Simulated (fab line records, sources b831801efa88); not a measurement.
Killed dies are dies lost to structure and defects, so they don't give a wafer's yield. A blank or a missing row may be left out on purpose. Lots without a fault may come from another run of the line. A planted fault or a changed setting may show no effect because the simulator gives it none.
Chamber matching | flow sky130 | SKY_VIA3_ETCH_14 on rie_diel-02: 4 sister chambers
The step etches BARC in N2/H2, stops on SiO2, time 45.9 s, target depth 60 nm. 8 wafers are shown with their chamber, then 9 later ones without.

WAFERS WITH THEIR CHAMBER
wafer  | chamber | drypump_motor_current_A (A) | h2_flow_sccm (sccm)
L081.6 | 2       | 6.0                         | 199.0
L083.2 | 1       | 5.4                         | 199.3
L083.5 | 0       | 6.2                         | 200.0
L088.4 | 0       | 6.2                         | 199.9
L088.5 | 3       | 5.2                         | 199.3
L089.1 | 2       | 6.1                         | 201.1
L089.2 | 3       | 5.2                         | 200.0
L089.4 | 1       | 5.4                         | 199.0

WAFERS WITHOUT THEIR CHAMBER
wafer  | drypump_motor_current_A (A) | h2_flow_sccm (sccm)
L092.1 | 5.2                         | 200.3
L092.4 | 5.4                         | 200.2
L092.5 | 5.4                         | 200.0
L095.1 | 5.4                         | 199.3
L095.3 | 6.1                         | 201.5
L095.5 | 6.2                         | 200.6
L096.2 | 6.2                         | 199.3
L096.3 | 5.4                         | 200.3
L096.5 | 5.2                         | 199.0

WHICH CHAMBER EACH WENT THROUGH
wafer  | from the rows above     | in truth
L092.1 | 3                       | 3
L092.4 | 1                       | 1
L092.5 | 1                       | 1
L095.1 | 1                       | 1
L095.3 | can't be placed: 2 or 0 | 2
L095.5 | 0                       | 0
L096.2 | 0                       | 0
L096.3 | 1                       | 1
L096.5 | 3                       | 3
Placed correctly: 8 of 9. Can't be placed from these rows: 1 (the true chamber is among the candidates in 1). Placed wrongly: 0.
How it was worked out, from the rows above alone: a wafer's distance from a chamber is the root of the sum, over the readings, of the square of ((its reading less the chamber's mean) divided by the reading's scatter). The wafer belongs to the nearest chamber; if the next one is less than 2 further off, it can't be placed. A chamber's mean is the mean of its shown wafers. The scatter: the root of (the sum of the squares of (reading less its chamber's mean) over the shown wafers, divided by (wafers less chambers)).
